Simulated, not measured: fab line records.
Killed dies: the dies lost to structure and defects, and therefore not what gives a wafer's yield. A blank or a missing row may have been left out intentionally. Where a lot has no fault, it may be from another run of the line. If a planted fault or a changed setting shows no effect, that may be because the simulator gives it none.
fab line records    flow gf180mcu
record lots=24  wafers=72  lastDay=34
route steps=602 shown V4@494 V5@554 TOP_METAL@581 PASSIVATION@599
lots with no fault: from the same line, run without faults
startH: start of the lot's first displayed wafer, in hours after the record's first day    waitH: hours since the lot's step before    " as in the row above    L1.1+2: one row covering several wafers at once    - no value present, or no start provided    * or withheld: withheld    < > ~ a bound
route shown NAME@n: NAME is a module with steps in the file, n the number in the route of the first one    usual: average and standard deviation across the fault-free wafers    same: alike in all rows    chamber/n: place in a boat    sites: per-site readings    _std_site: standard deviation across them    _edge_site: the outer-site mean with the inner-site mean subtracted    radiusMm: how far each site lies from the wafer's centre    mask NAME#n: copy n    behind: the most recent tool/chamber to have shaped the wafer    hold: why the lot was held/for how many hours/how that ended    device: transistor that didn't switch, given as n, p or np    end of line: tests of these same wafers at the route's end    a step with no rows: only its recipe    killed: dies lost to structure and defects at the first sort, not the wafer's yield    map: shows each die of a wafer: x if killed, . if not, _ if none is there
set.NAME: the setting as run; set.NAME@STEP: as run at that earlier step    model.NAME: the simulator's own value behind a step, which no gauge read
one table for each step of the route and one row for each wafer, over a sample of lots
services: from which hour (startH, from the record's first day; less than 0 if before it) a tool's chamber was out of use, for how many hours, and why
## steps
# step GF_V4_STRIP_18
# recipe chemistry=O2/N2  powerW=1400  pressureMtorr=1500  platenTempC=250  o2FlowSccm=3000  n2FlowSccm=300  overashFraction=0.5
# usual drypumpMotorCurrentA=5.5/0.31  heaterPowerW=344/46  oesProductAu=0.592/0.0053  platenTempC=250.02/0.19
lot.wafer  tool            chamber  startH  waitH  drypumpMotorCurrentA  heaterPowerW  oesProductAu  platenTempC  rfHoursCounterH
L074.2     plasmaAsher-04  1        561.25  -      5.5                   326           0.593         249.76       48
L074.3     "               0        "       "      5.7                   369           0.580         249.82       -
L074.6     "               1        "       "      5.5                   330           0.592         249.86       -
L075.1     plasmaAsher-02  1        565.83  -      5.3                   312           0.592         250.04       87
L075.2     "               0        "       "      5.1                   432           0.586         249.71       87
L075.3     "               0        "       "      5.1                   435           0.593         249.79       -
L076.2     plasmaAsher-02  0        580.35  -      5.1                   437           0.598         250.09       88
L076.3     "               0        "       "      5.1                   437           0.592         250.08       -
L076.6     "               0        "       "      5.1                   431           0.586         250.08       -
L077.4     plasmaAsher-03  0        587.23  -      5.4                   295           0.592         249.94       -
L077.5     "               0        "       "      5.4                   294           0.596         249.82       -
L077.6     "               1        "       "      6.0                   338           0.590         250.02       -
L078.1     plasmaAsher-04  1        594.23  -      5.5                   330           0.593         250.12       52
L078.2     "               0        "       "      5.7                   378           0.586         250.36       52
L078.5     "               1        "       "      5.5                   332           0.587         249.98       -
L079.1     plasmaAsher-04  1        610.93  -      5.5                   331           0.597         249.89       54
L079.3     "               0        "       "      5.7                   369           0.584         249.96       -
L079.5     "               0        "       "      5.7                   373           0.597         249.93       -
L080.2     plasmaAsher-03  0        616.48  -      5.4                   287           0.579         249.98       92
L080.4     "               0        "       "      5.4                   297           0.594         250.18       -
L080.5     "               1        "       "      6.1                   323           0.593         250.07       -
L081.1     plasmaAsher-03  1        618.85  -      6.1                   327           0.588         250.39       93
L081.2     "               0        "       "      5.4                   293           0.596         250.00       93
L081.6     "               1        "       "      6.0                   337           0.588         249.81       -
L082.2     plasmaAsher-03  0        628.23  -      5.4                   288           0.595         250.32       94
L082.4     "               0        "       "      5.4                   299           0.589         250.35       -
L082.6     "               0        "       "      5.4                   288           0.593         250.00       -
L083.3     plasmaAsher-03  1        633.16  -      6.0                   343           0.591         249.58       -
L083.4     "               0        "       "      5.4                   288           0.580         250.19       -
L083.6     "               1        "       "      6.1                   339           0.587         250.14       -
L084.2     plasmaAsher-03  0        642.65  -      5.4                   293           0.586         249.87       96
L084.4     "               0        "       "      5.4                   301           0.591         250.21       -
L084.6     "               0        "       "      5.4                   295           0.590         249.94       -
L085.1     plasmaAsher-04  1        647.28  -      5.5                   318           0.591         250.03       59
L085.3     "               0        "       "      5.6                   368           0.589         250.23       -
L085.6     "               0        "       "      5.6                   379           0.596         250.06       -
L086.1     plasmaAsher-02  0        652.38  -      5.1                   435           0.589         250.10       93
L086.4     "               1        "       "      5.3                   314           0.598         249.93       -
L086.5     "               1        "       "      5.3                   318           0.587         250.14       -
L087.2     plasmaAsher-02  1        668.85  -      5.3                   313           0.588         249.91       94
L087.4     "               1        "       "      5.3                   304           0.602         250.16       -
L087.6     "               1        "       "      5.3                   316           0.596         249.73       -
L088.2     plasmaAsher-02  0        671.88  -      5.1                   440           0.597         250.02       95
L088.4     "               0        "       "      5.1                   429           0.597         250.17       -
L088.5     "               0        "       "      5.1                   437           0.587         249.85       -
L089.1     plasmaAsher-04  0        677.65  -      5.7                   374           0.583         249.95       62
L089.2     "               1        "       "      5.5                   325           0.606         249.70       62
L089.5     "               1        "       "      5.5                   325           0.592         249.75       -
L090.3     plasmaAsher-04  1        681.63  -      5.5                   329           0.588         249.97       -
L090.5     "               1        "       "      5.5                   325           0.595         250.05       -
L090.6     "               0        "       "      5.7                   367           0.587         250.30       -
L091.1     plasmaAsher-02  0        691.75  -      5.1                   448           0.595         249.89       97
L091.2     "               1        "       "      5.3                   311           0.594         250.14       97
L091.3     "               1        "       "      5.3                   314           0.589         249.85       -
L092.1     plasmaAsher-04  0        703.70  -      5.7                   372           0.599         250.19       65
L092.3     "               1        "       "      5.5                   327           0.584         250.15       -
L092.5     "               1        "       "      5.5                   324           0.589         250.05       -
L093.1     plasmaAsher-02  0        709.33  -      5.1                   437           0.588         250.13       99
L093.3     "               1        "       "      5.3                   314           0.597         250.71       -
L093.5     "               1        "       "      5.3                   316           0.581         250.38       -
L094.2     plasmaAsher-04  1        715.58  -      5.5                   318           0.592         250.06       66
L094.4     "               0        "       "      5.7                   368           0.587         249.95       -
L094.5     "               1        "       "      5.5                   333           0.600         250.01       -
L095.2     plasmaAsher-03  0        717.93  -      5.4                   294           0.590         249.92       104
L095.3     "               1        "       "      6.1                   335           0.587         250.14       -
L095.5     "               0        "       "      5.4                   290           0.588         249.95       -
L097.1     plasmaAsher-03  0        731.13  -      5.4                   295           0.596         249.86       105
L097.3     "               1        "       "      6.1                   338           0.596         250.29       -
L097.4     "               0        "       "      5.4                   295           0.594         249.93       -
L096.1     plasmaAsher-03  1        732.43  -      6.1                   338           0.597         249.98       105
L096.3     "               1        "       "      6.1                   335           0.603         250.17       -
L096.5     "               1        "       "      6.1                   341           0.588         250.03       -
# step GF_V5_CD_MEAS_14
# recipe targetCdNm=260
# usual cdNm=260.1/1.1
lot.wafer  tool      chamber  startH  waitH  cdNm
L074.2     cdSem-01  -        627.55  0.1    260.3
L074.3     "         -        "       "      261.0
L074.6     "         -        "       "      260.9
L075.1     cdSem-02  -        633.48  0.1    259.3
L075.2     "         -        "       "      260.7
L075.3     "         -        "       "      260.4
L076.2     cdSem-01  -        645.05  0.1    260.8
L076.3     "         -        "       "      260.9
L076.6     "         -        "       "      260.2
L077.4     cdSem-02  -        651.89  0.1    260.1
L077.5     "         -        "       "      259.7
L077.6     "         -        "       "      260.4
L078.1     cdSem-01  -        658.21  0.1    259.7
L078.2     "         -        "       "      258.7
L078.5     "         -        "       "      259.0
L079.1     cdSem-01  -        674.84  0.1    263.3
L079.3     "         -        "       "      261.5
L079.5     "         -        "       "      261.7
L080.2     cdSem-02  -        679.20  0.1    258.0
L080.4     "         -        "       "      259.9
L080.5     "         -        "       "      259.8
L081.1     cdSem-01  -        681.29  0.1    261.1
L081.2     "         -        "       "      258.9
L081.6     "         -        "       "      259.4
L082.2     cdSem-01  -        690.70  0.1    259.1
L082.4     "         -        "       "      259.9
L082.6     "         -        "       "      258.8
L083.3     cdSem-01  -        695.28  0.1    260.5
L083.4     "         -        "       "      259.6
L083.6     "         -        "       "      259.5
L084.2     cdSem-02  -        703.78  0.1    259.5
L084.4     "         -        "       "      261.2
L084.6     "         -        "       "      261.5
L085.1     cdSem-02  -        707.78  0.1    258.8
L085.3     "         -        "       "      259.5
L085.6     "         -        "       "      258.9
L086.1     cdSem-01  -        712.86  0.1    260.8
L086.4     "         -        "       "      259.3
L086.5     "         -        "       "      259.8
L087.2     cdSem-02  -        728.93  0.1    260.8
L087.4     "         -        "       "      260.9
L087.6     "         -        "       "      259.4
L088.2     cdSem-01  -        730.56  0.1    259.5
L088.4     "         -        "       "      260.0
L088.5     "         -        "       "      259.6
L089.1     cdSem-01  -        734.79  0.1    261.4
L089.2     "         -        "       "      262.3
L089.5     "         -        "       "      261.9
L090.3     cdSem-01  -        738.37  0.1    262.7
L090.5     "         -        "       "      261.3
L090.6     "         -        "       "      262.5
L091.1     cdSem-02  -        748.74  0.1    259.2
L091.2     "         -        "       "      259.3
L091.3     "         -        "       "      260.4
L092.1     cdSem-01  -        757.23  0.1    259.0
L092.3     "         -        "       "      260.4
L092.5     "         -        "       "      259.4
L093.1     cdSem-02  -        762.69  0.1    260.9
L093.3     "         -        "       "      260.9
L093.5     "         -        "       "      260.5
L094.2     cdSem-01  -        769.81  0.1    259.8
L094.4     "         -        "       "      260.2
L094.5     "         -        "       "      259.4
L095.2     cdSem-02  -        773.18  0.1    258.6
L095.3     "         -        "       "      259.6
L095.5     "         -        "       "      259.1
L097.1     cdSem-02  -        783.63  0.1    260.1
L097.3     "         -        "       "      258.7
L097.4     "         -        "       "      259.5
L096.1     cdSem-01  -        785.28  0.1    258.4
L096.3     "         -        "       "      260.1
L096.5     "         -        "       "      260.8
# step GF_V5_ETCH_16
# recipe chemistry=N2/H2  targetDepthA=withheld  overetchA=withheld  timeS=withheld  target=BARC  ionEnergyEv=200  sourceW=500  biasW=100  pressureMtorr=30  n2FlowSccm=100  h2FlowSccm=200
# usual drypumpMotorCurrentA=5.6/0.38  oesProductAu=0.855/0.0052  throttleValvePct=13.223/0.0097
lot.wafer  tool        chamber  startH  waitH  drypumpMotorCurrentA  oesProductAu  throttleValvePct
L074.2     rieDiel-03  0        627.69  0.0    5.2                   0.844         13.227
L074.3     "           1        "       "      5.2                   0.858         13.218
L074.6     "           3        "       "      5.3                   0.859         13.221
L075.1     rieDiel-02  2        633.64  0.0    6.1                   0.857         13.205
L075.2     "           3        "       "      5.4                   0.856         13.213
L075.3     "           1        "       "      5.5                   0.861         13.233
L076.2     rieDiel-02  3        645.19  0.0    5.4                   0.850         13.224
L076.3     "           1        "       "      5.6                   0.847         13.223
L076.6     "           3        "       "      5.4                   0.850         13.231
L077.4     rieDiel-03  2        651.99  0.0    5.4                   0.860         13.222
L077.5     "           1        "       "      5.2                   0.856         13.233
L077.6     "           2        "       "      5.4                   0.857         13.226
L078.1     rieDiel-02  0        658.37  0.0    6.2                   0.853         13.227
L078.2     "           1        "       "      5.5                   0.853         13.218
L078.5     "           3        "       "      5.4                   0.855         13.227
L079.1     rieDiel-02  2        675.00  0.0    6.1                   0.855         13.222
L079.3     "           3        "       "      5.4                   0.843         13.229
L079.5     "           3        "       "      5.4                   0.866         13.229
L080.2     rieDiel-03  3        679.34  0.0    5.3                   0.852         13.229
L080.4     "           3        "       "      5.3                   0.862         13.218
L080.5     "           2        "       "      5.4                   0.857         13.231
L081.1     rieDiel-03  2        681.45  0.0    5.4                   0.851         13.231
L081.2     "           0        "       "      5.2                   0.854         13.227
L081.6     "           3        "       "      5.3                   0.860         13.218
L082.2     rieDiel-03  0        690.84  0.0    5.2                   0.852         13.222
L082.4     "           0        "       "      5.2                   0.854         13.232
L082.6     "           2        "       "      5.4                   0.851         13.227
L083.3     rieDiel-02  3        695.40  0.0    5.4                   0.856         13.217
L083.4     "           2        "       "      6.1                   0.856         13.216
L083.6     "           3        "       "      5.4                   0.860         13.234
L084.2     rieDiel-01  1        703.92  0.0    6.1                   0.854         13.226
L084.4     "           3        "       "      4.8                   0.855         13.230
L084.6     "           0        "       "      5.8                   0.850         13.217
L085.1     rieDiel-03  2        707.94  0.0    5.4                   0.854         13.235
L085.3     "           3        "       "      5.3                   0.850         13.232
L085.6     "           3        "       "      5.3                   0.853         13.224
L086.1     rieDiel-01  1        713.02  0.0    6.1                   0.855         13.202
L086.4     "           3        "       "      4.8                   0.869         13.220
L086.5     "           0        "       "      5.8                   0.857         13.240
L087.2     rieDiel-01  0        729.07  0.0    5.8                   0.851         13.229
L087.4     "           1        "       "      6.1                   0.842         13.203
L087.6     "           0        "       "      5.8                   0.857         13.209
L088.2     rieDiel-02  1        730.70  0.0    5.5                   0.848         13.239
L088.4     "           0        "       "      6.2                   0.854         13.234
L088.5     "           2        "       "      6.1                   0.859         13.219
L089.1     rieDiel-03  3        734.95  0.0    5.3                   0.859         13.223
L089.2     "           2        "       "      5.5                   0.848         13.211
L089.5     "           3        "       "      5.3                   0.857         13.214
L090.3     rieDiel-02  2        738.49  0.0    6.1                   0.848         13.220
L090.5     "           1        "       "      5.5                   0.864         13.233
L090.6     "           0        "       "      6.1                   0.859         13.232
L091.1     rieDiel-03  2        748.90  0.0    5.4                   0.845         13.223
L091.2     "           0        "       "      5.2                   0.855         13.210
L091.3     "           3        "       "      5.3                   0.850         13.223
L092.1     rieDiel-01  0        757.39  0.0    5.8                   0.858         13.235
L092.3     "           1        "       "      6.1                   0.852         13.229
L092.5     "           3        "       "      4.8                   0.853         13.204
L093.1     rieDiel-02  1        762.85  0.0    5.6                   0.862         13.211
L093.3     "           0        "       "      6.1                   0.858         13.222
L093.5     "           1        "       "      5.5                   0.844         13.209
L094.2     rieDiel-02  3        769.95  0.0    5.4                   0.863         13.224
L094.4     "           2        "       "      6.1                   0.856         13.229
L094.5     "           2        "       "      6.1                   0.854         13.232
L095.2     rieDiel-02  1        773.32  0.0    5.6                   0.851         13.228
L095.3     "           0        "       "      6.1                   0.856         13.219
L095.5     "           3        "       "      5.4                   0.853         13.200
L097.1     rieDiel-01  2        783.79  0.0    5.8                   0.852         13.208
L097.3     "           3        "       "      4.9                   0.863         13.237
L097.4     "           1        "       "      6.0                   0.856         13.225
L096.1     rieDiel-01  0        785.44  0.0    5.8                   0.859         13.227
L096.3     "           2        "       "      5.8                   0.862         13.208
L096.5     "           0        "       "      5.8                   0.853         13.228
# step GF_V5_ETCH_17
# recipe chemistry=C4F8/O2/Ar  maskMaterial=KrF  target=SiO2  stopOn=TiN  sourceW=1500  biasW=1200  pressureMtorr=40  c4f8FlowSccm=withheld  O2_flow_sccm=6  Ar_flow_sccm=300  timeS=withheld  targetDepthA=8550
# usual oesProductAu=0.859/0.005
lot.wafer  tool        chamber  startH  waitH  oesProductAu
L074.2     rieDiel-03  0        -       -      0.856
L074.3     "           1        "       "      0.859
L074.6     "           3        "       "      0.856
L075.1     rieDiel-02  2        -       -      0.853
L075.2     "           3        "       "      0.861
L075.3     "           1        "       "      0.855
L076.2     rieDiel-02  3        -       -      0.866
L076.3     "           1        "       "      0.859
L076.6     "           3        "       "      0.859
L077.4     rieDiel-03  2        -       -      0.855
L077.5     "           1        "       "      0.865
L077.6     "           2        "       "      0.858
L078.1     rieDiel-02  0        -       -      0.839
L078.2     "           1        "       "      0.865
L078.5     "           3        "       "      0.857
L079.1     rieDiel-02  2        -       -      0.852
L079.3     "           3        "       "      0.860
L079.5     "           3        "       "      0.857
L080.2     rieDiel-03  3        -       -      0.856
L080.4     "           3        "       "      0.861
L080.5     "           2        "       "      0.858
L081.1     rieDiel-03  2        -       -      0.858
L081.2     "           0        "       "      0.861
L081.6     "           3        "       "      0.862
L082.2     rieDiel-03  0        -       -      0.851
L082.4     "           0        "       "      0.856
L082.6     "           2        "       "      0.863
L083.3     rieDiel-02  3        -       -      0.859
L083.4     "           2        "       "      0.853
L083.6     "           3        "       "      0.861
L084.2     rieDiel-01  1        -       -      0.861
L084.4     "           3        "       "      0.857
L084.6     "           0        "       "      0.857
L085.1     rieDiel-03  2        -       -      0.864
L085.3     "           3        "       "      0.859
L085.6     "           3        "       "      0.864
L086.1     rieDiel-01  1        -       -      0.860
L086.4     "           3        "       "      0.858
L086.5     "           0        "       "      0.859
L087.2     rieDiel-01  0        -       -      0.861
L087.4     "           1        "       "      0.861
L087.6     "           0        "       "      0.868
L088.2     rieDiel-02  1        -       -      0.865
L088.4     "           0        "       "      0.861
L088.5     "           2        "       "      0.864
L089.1     rieDiel-03  3        -       -      0.850
L089.2     "           2        "       "      0.848
L089.5     "           3        "       "      0.865
L090.3     rieDiel-02  2        -       -      0.855
L090.5     "           1        "       "      0.871
L090.6     "           0        "       "      0.847
L091.1     rieDiel-03  2        -       -      0.861
L091.2     "           0        "       "      0.859
L091.3     "           3        "       "      0.862
L092.1     rieDiel-01  0        -       -      0.857
L092.3     "           1        "       "      0.852
L092.5     "           3        "       "      0.853
L093.1     rieDiel-02  1        -       -      0.870
L093.3     "           0        "       "      0.862
L093.5     "           1        "       "      0.854
L094.2     rieDiel-02  3        -       -      0.866
L094.4     "           2        "       "      0.869
L094.5     "           2        "       "      0.862
L095.2     rieDiel-02  1        -       -      0.862
L095.3     "           0        "       "      0.861
L095.5     "           3        "       "      0.851
L097.1     rieDiel-01  2        -       -      0.857
L097.3     "           3        "       "      0.862
L097.4     "           1        "       "      0.862
L096.1     rieDiel-01  0        -       -      0.862
L096.3     "           2        "       "      0.866
L096.5     "           0        "       "      0.857
# step GF_TOP_METAL_CD_MEAS_14
# recipe targetCdNm=440
# usual cdNm=440.5/2.2
lot.wafer  tool      chamber  startH  waitH  cdNm
L074.2     cdSem-02  -        649.32  0.1    441.9
L074.3     "         -        "       "      444.0
L074.6     "         -        "       "      441.9
L075.1     cdSem-02  -        654.31  0.1    440.3
L075.2     "         -        "       "      439.0
L075.3     "         -        "       "      440.9
L076.2     cdSem-02  -        665.57  0.1    440.5
L076.3     "         -        "       "      440.6
L076.6     "         -        "       "      440.1
L077.4     cdSem-02  -        672.97  0.1    436.8
L077.5     "         -        "       "      439.1
L077.6     "         -        "       "      438.3
L078.1     cdSem-01  -        679.09  0.1    439.4
L078.2     "         -        "       "      439.3
L078.5     "         -        "       "      441.4
L079.1     cdSem-01  -        695.66  0.1    440.3
L079.3     "         -        "       "      441.4
L079.5     "         -        "       "      440.7
L080.2     cdSem-01  -        699.66  0.1    441.5
L080.4     "         -        "       "      441.9
L080.5     "         -        "       "      442.2
L081.1     cdSem-01  -        701.15  0.1    442.0
L081.2     "         -        "       "      441.7
L081.6     "         -        "       "      442.4
L082.2     cdSem-01  -        710.62  0.1    435.1
L082.4     "         -        "       "      438.5
L082.6     "         -        "       "      435.4
L083.3     cdSem-01  -        715.63  0.1    438.2
L083.4     "         -        "       "      438.2
L083.6     "         -        "       "      438.5
L084.2     cdSem-01  -        723.53  0.1    441.5
L084.4     "         -        "       "      443.1
L084.6     "         -        "       "      441.6
L085.1     cdSem-02  -        726.60  0.1    439.7
L085.3     "         -        "       "      441.7
L085.6     "         -        "       "      442.1
L086.1     cdSem-02  -        732.41  0.1    443.1
L086.4     "         -        "       "      444.1
L086.5     "         -        "       "      440.6
L087.2     cdSem-02  -        747.51  0.1    439.6
L087.4     "         -        "       "      436.5
L087.6     "         -        "       "      439.8
L088.2     cdSem-01  -        749.41  0.1    441.6
L088.4     "         -        "       "      441.2
L088.5     "         -        "       "      441.3
L089.1     cdSem-02  -        753.26  0.1    440.1
L089.2     "         -        "       "      439.0
L089.5     "         -        "       "      440.2
L090.3     cdSem-02  -        756.45  0.1    439.4
L090.5     "         -        "       "      439.8
L090.6     "         -        "       "      440.5
L091.1     cdSem-01  -        766.20  0.1    437.2
L091.2     "         -        "       "      440.7
L091.3     "         -        "       "      436.7
L092.1     cdSem-02  -        774.56  0.1    441.8
L092.3     "         -        "       "      445.0
L092.5     "         -        "       "      442.6
L093.1     cdSem-02  -        781.00  0.1    437.7
L093.3     "         -        "       "      438.4
L093.5     "         -        "       "      441.7
L094.2     cdSem-01  -        786.99  0.2    441.9
L094.4     "         -        "       "      442.5
L094.5     "         -        "       "      440.4
L095.2     cdSem-01  -        789.91  0.1    439.7
L095.3     "         -        "       "      439.7
L095.5     "         -        "       "      439.0
L097.1     cdSem-01  -        800.14  0.1    444.5
L097.3     "         -        "       "      444.8
L097.4     "         -        "       "      444.6
L096.1     cdSem-01  -        802.91  0.1    444.1
L096.3     "         -        "       "      440.3
L096.5     "         -        "       "      442.1
# step GF_PASSIVATION_STRIP_12
# recipe chemistry=O2/N2  powerW=1400  pressureMtorr=1500  platenTempC=250  o2FlowSccm=3000  n2FlowSccm=300  overashFraction=0.5
# usual drypumpMotorCurrentA=5.5/0.39  heaterPowerW=334/22  oesProductAu=0.718/0.0042  platenTempC=249.99/0.17  stripTimeToEndpointS=32.9/0.37
lot.wafer  tool            chamber  startH  waitH  drypumpMotorCurrentA  heaterPowerW  oesProductAu  platenTempC  rfHoursCounterH  stripTimeToEndpointS
L074.2     plasmaAsher-01  0        670.15  0.1    5.6                   352           0.719         250.20       22               33.6
L074.3     "               0        "       "      5.6                   358           0.721         250.44       -                32.9
L074.6     "               0        "       "      5.6                   346           0.713         250.39       -                33.1
L075.1     plasmaAsher-04  1        675.40  0.1    5.5                   339           0.715         249.91       62               32.5
L075.2     "               0        "       "      5.7                   375           0.720         250.18       62               33.2
L075.3     "               0        "       "      5.7                   380           0.718         249.88       -                32.9
L076.2     plasmaAsher-03  1        685.86  0.1    6.0                   336           0.714         249.89       100              33.1
L076.3     "               1        "       "      6.1                   343           0.721         250.10       -                33.8
L076.6     "               0        "       "      5.4                   297           0.721         249.83       -                33.4
L077.4     plasmaAsher-04  0        693.34  0.2    5.6                   380           0.717         250.17       -                32.6
L077.5     "               1        "       "      5.5                   332           0.716         249.69       -                32.8
L077.6     "               0        "       "      5.7                   373           0.715         250.16       -                32.5
L078.1     plasmaAsher-03  1        698.86  0.1    6.1                   326           0.723         249.68       102              32.5
L078.2     "               0        "       "      5.4                   300           0.718         249.65       102              32.8
L078.5     "               1        "       "      6.1                   339           0.718         249.85       -                32.9
L079.1     plasmaAsher-04  0        715.11  0.1    5.6                   380           0.718         249.96       66               32.6
L079.3     "               1        "       "      5.5                   336           0.728         249.79       -                33.0
L079.5     "               1        "       "      5.5                   330           0.724         250.11       -                32.7
L080.2     plasmaAsher-01  1        719.01  0.1    4.9                   319           0.717         249.89       27               32.3
L080.4     "               0        "       "      5.6                   353           0.716         250.10       -                32.3
L080.5     "               1        "       "      4.9                   329           0.717         249.89       -                32.9
L081.1     plasmaAsher-01  1        720.75  0.1    4.9                   329           0.719         249.82       27               32.6
L081.2     "               0        "       "      5.7                   347           0.718         249.85       27               33.2
L081.6     "               0        "       "      5.6                   341           0.716         249.95       -                33.2
L082.2     plasmaAsher-03  0        730.15  0.1    5.4                   290           0.721         249.69       105              32.4
L082.4     "               0        "       "      5.4                   298           0.720         249.79       -                32.6
L082.6     "               1        "       "      6.1                   338           0.718         249.83       -                32.9
L083.3     plasmaAsher-01  1        734.74  0.2    4.9                   331           0.718         250.13       -                32.6
L083.4     "               0        "       "      5.6                   338           0.715         249.97       -                32.8
L083.6     "               0        "       "      5.6                   350           0.722         250.02       -                33.0
L084.2     plasmaAsher-03  1        742.36  0.1    6.0                   337           0.715         250.00       108              32.4
L084.4     "               1        "       "      6.0                   344           0.719         249.95       -                33.1
L084.6     "               0        "       "      5.4                   298           0.713         249.97       -                32.4
L085.1     plasmaAsher-01  0        744.86  0.1    5.6                   343           0.717         250.00       30               32.4
L085.3     "               1        "       "      4.9                   328           0.720         250.11       -                33.2
L085.6     "               0        "       "      5.6                   351           0.717         250.06       -                32.6
L086.1     plasmaAsher-03  0        750.96  0.1    5.4                   297           0.716         250.06       109              32.8
L086.4     "               1        "       "      6.1                   333           0.716         249.87       -                32.9
L086.5     "               1        "       "      6.1                   331           0.715         250.04       -                32.9
L087.2     plasmaAsher-03  1        765.41  0.1    6.0                   345           0.723         250.24       110              33.2
L087.4     "               1        "       "      6.1                   335           0.708         250.21       -                33.9
L087.6     "               0        "       "      5.4                   298           0.717         250.08       -                32.9
L088.2     plasmaAsher-01  1        766.95  0.1    4.9                   330           0.721         249.84       32               33.1
L088.4     "               0        "       "      5.6                   345           0.713         250.20       -                33.5
L088.5     "               1        "       "      4.9                   329           0.722         249.91       -                32.6
L089.1     plasmaAsher-04  1        770.16  0.1    5.5                   329           0.720         250.15       70               33.2
L089.2     "               0        "       "      5.6                   378           0.722         250.30       70               32.4
L089.5     "               1        "       "      5.5                   327           0.718         250.05       -                32.5
L090.3     plasmaAsher-01  0        774.09  0.2    5.6                   353           0.721         250.24       -                33.6
L090.5     "               1        "       "      4.9                   324           0.713         250.29       -                32.6
L090.6     "               0        "       "      5.6                   362           0.716         250.04       -                33.3
L091.1     plasmaAsher-03  0        783.66  0.1    5.4                   296           0.709         250.14       111              33.1
L091.2     "               1        "       "      6.0                   334           0.718         249.64       111              32.7
L091.3     "               0        "       "      5.4                   287           0.722         250.08       -                32.5
L092.1     plasmaAsher-03  0        792.13  0.3    5.4                   302           0.718         249.94       112              33.2
L092.3     "               0        "       "      5.4                   296           0.719         250.08       -                33.4
L092.5     "               0        "       "      5.4                   297           0.718         250.21       -                33.4
L093.1     plasmaAsher-01  1        797.20  0.1    4.9                   333           0.717         249.87       36               33.4
L093.3     "               1        "       "      4.9                   328           0.722         250.05       -                32.5
L093.5     "               1        "       "      4.9                   322           0.708         249.80       -                32.7
L094.2     plasmaAsher-01  1        803.96  0.1    4.9                   332           0.723         250.36       37               32.9
L094.4     "               1        "       "      4.9                   331           0.722         250.02       -                32.7
L094.5     "               1        "       "      4.9                   329           0.715         250.00       -                32.7
L095.2     plasmaAsher-01  1        805.96  0.1    4.9                   331           0.718         250.18       37               32.9
L095.3     "               1        "       "      4.9                   332           0.720         249.94       -                32.7
L095.5     "               1        "       "      4.9                   326           0.713         250.11       -                33.1
L097.1     plasmaAsher-04  0        815.41  0.1    5.7                   371           0.717         249.82       75               33.6
L097.3     "               1        "       "      5.5                   334           0.722         250.02       -                32.6
L097.4     "               0        "       "      5.7                   377           0.721         249.72       -                33.5
L096.1     plasmaAsher-01  0        818.71  0.1    5.6                   347           0.707         249.92       38               32.9
L096.3     "               0        "       "      5.6                   348           0.713         249.76       -                33.4
L096.5     "               1        "       "      4.9                   320           0.722         249.89       -                33.1
## services
tool            chamber  startH  hours  kind
rieDiel-03      3        542.03  3.7    repair
rieDiel-02      3        550.87  -      clean
plasmaAsher-02  -        554.59  3.3    repair
plasmaAsher-01  -        559.27  2.5    repair
plasmaAsher-04  -        575.42  1.4    repair
rieDiel-03      -        593.41  0.2    repair
plasmaAsher-02  -        604.64  28.1   pm
rieDiel-01      3        605.63  1.7    repair
rieDiel-02      2        610.76  3.8    repair
rieDiel-01      3        625.14  8.8    repair
rieDiel-02      1        666.27  4.6    repair
rieDiel-03      1        673.01  22.7   repair
rieDiel-01      2        676.23  5.7    repair
rieDiel-02      2        707.32  4.9    repair
plasmaAsher-04  -        725.38  15.6   pm
rieDiel-01      0        733.54  4.1    repair
plasmaAsher-02  -        733.75  9.0    pm
rieDiel-03      -        735.56  0.5    repair
plasmaAsher-03  -        769.23  8.4    pm
rieDiel-03      1        774.32  12.3   repair
rieDiel-03      -        780.12  15.6   pm
rieDiel-02      2        781.17  5.8    repair
rieDiel-01      1        784.06  25.0   repair
rieDiel-01      3        784.56  8.0    repair
## key
fault none
